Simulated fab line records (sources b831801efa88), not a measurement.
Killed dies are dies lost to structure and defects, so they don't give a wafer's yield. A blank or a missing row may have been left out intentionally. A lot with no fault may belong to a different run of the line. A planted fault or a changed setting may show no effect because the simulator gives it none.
Which tool was responsible? ; flow sfqLine ; 15 lots with 45 wafers sampled at 3 steps, on a route of 325 steps

WHAT THE GAUGES SHOWED, per wafer
SFQ_R5_THK_MEAS_934: measures by xrf.
lot;measured;on;R5_MONX_THK (nm)
L825;day 57 05:40;filmMetro-01;40.2 40.0 40.2
L826;day 57 14:05;filmMetro-01;39.1 39.0 38.9
L828;day 58 05:54;filmMetro-02;38.9 38.8 38.7
L829;day 58 17:14;filmMetro-02;39.9 39.7 40.0
L831;day 60 01:47;filmMetro-01;39.6 39.7 40.0
L832;day 60 04:49;filmMetro-04;38.9 38.9 39.0
L833;day 60 10:47;filmMetro-04;39.9 40.0 39.9
L834;day 60 16:17;filmMetro-01;39.1 39.4 39.7
L835;day 60 20:47;filmMetro-01;39.5 39.9 39.2
L837;day 66 01:46;filmMetro-01;40.0 39.5 40.0
L843;day 69 16:49;filmMetro-04;39.5 39.7 39.7
L844;day 70 01:50;filmMetro-02;39.9 39.6 39.8
L845;day 75 07:01;filmMetro-04;40.0 39.8 39.6
L846;day 75 18:51;filmMetro-02;39.7 39.6 39.4
L847;day 75 22:47;filmMetro-01;39.2 39.3 39.4

SFQ_C5_OVL_MEAS_937.
lot;measured;on;C5_OVL (nm)
L825;day 67 15:59;overlay-02;1 -3 4
L826;day 68 06:19;overlay-01;5 0 2
L828;day 68 22:05;overlay-02;-5 -4 -7
L829;day 69 12:14;overlay-02;-3 2 -2
L831;day 70 10:46;overlay-02;-1 -2 -9
L832;day 70 13:02;overlay-01;0 -8 -12
L833;day 70 22:46;overlay-02;-5 -3 -4
L834;day 71 08:31;overlay-02;6 0 0
L835;day 75 07:25;overlay-01;-7 -5 -1
L837;day 76 20:13;overlay-02;4 4 -2
L843;day 79 11:49;overlay-01;-7 -2 -4
L844;day 79 13:09;overlay-01;2 -8 6
L845;day 79 14:21;overlay-01;6 14 11
L846;day 80 01:29;overlay-02;3 2 2
L847;day 80 06:42;overlay-01;-1 0 2

TOOL THAT RAN EACH LOT (tool first, then ch and the chambers of the sampled wafers, then the start)
lot;SFQ_TRILAYER_R5_STRIP_STRIP_140
L825;rieMetal-02 ch 0,1, day 62 22:47
L826;rieMetal-04 ch 0,1, day 63 05:44
L828;rieMetal-04 ch 0,1, day 63 15:20
L829;rieMetal-04 ch 0,1, day 63 22:32
L831;rieMetal-04 ch 0,1, day 64 22:32
L832;rieMetal-02 ch 0,1, day 64 23:56
L833;rieMetal-04 ch 0,1, day 65 07:01
L834;rieMetal-02 ch 0,1, day 65 11:37
L835;rieMetal-04 ch 0,1, day 65 20:05
L837;rieMetal-04 ch 0,1, day 66 04:13
L843;rieMetal-04 ch 1, day 69 21:37
L844;rieMetal-03 ch 0,1, day 70 04:59
L845;rieMetal-04 ch 0,1, day 75 15:26
L846;rieMetal-02 ch 0,1, day 79 19:22
L847;rieMetal-04 ch 0,1, day 79 20:22
- SFQ_TRILAYER_R5_STRIP_STRIP_140: strips in O2.

WHAT THE TOOLS THEMSELVES READ (means of the sampled wafers that have a number; where no wafer has one, the mark that the record gives instead)
SFQ_TRILAYER_R5_STRIP_STRIP_140.
lot;tool;drypumpMotorCurrentA (A);oesProductAu (a.u.)
L825;rieMetal-02;5.8;0.991
L826;rieMetal-04;5.9;0.989
L828;rieMetal-04;6.2;1.001
L829;rieMetal-04;5.9;0.994
L831;rieMetal-04;5.9;0.991
L832;rieMetal-02;5.8;0.989
L833;rieMetal-04;6.2;1.003
L834;rieMetal-02;5.8;0.989
L835;rieMetal-04;6.2;0.998
L837;rieMetal-04;5.9;1.003
L843;rieMetal-04;6.4;1.004
L844;rieMetal-03;6.1;0.996
L845;rieMetal-04;6.2;0.993
L846;rieMetal-02;5.6;1.003
L847;rieMetal-04;5.9;0.986

THE ANSWER, worked out from the rows above alone
Rule: what is usual is taken from the lots themselves. Put in order of their means at a reading, lots are off if they are a third of the lots or fewer, leave a main group of 4 or more, and stand apart from it by a gap of 3 or more times the standard deviation of the main group's means; of several such gaps the widest counts. Not used: any main group whose means are identical at the precision the tables above print for the reading. Also off: a lot with no number at a reading for which 4 or more lots have one. Any other lot the step has rows for is counted as sound. The gauges are gone through in route order, then the tools' own readings, and for those a lot's mean is taken as printed above. At the first step where some lot is off, the reading lying furthest off is the one used; lots without a number count as furthest.
No lot is off at any reading shown: from this, nothing can be told.

WHAT THE SIMULATOR HAD INSERTED
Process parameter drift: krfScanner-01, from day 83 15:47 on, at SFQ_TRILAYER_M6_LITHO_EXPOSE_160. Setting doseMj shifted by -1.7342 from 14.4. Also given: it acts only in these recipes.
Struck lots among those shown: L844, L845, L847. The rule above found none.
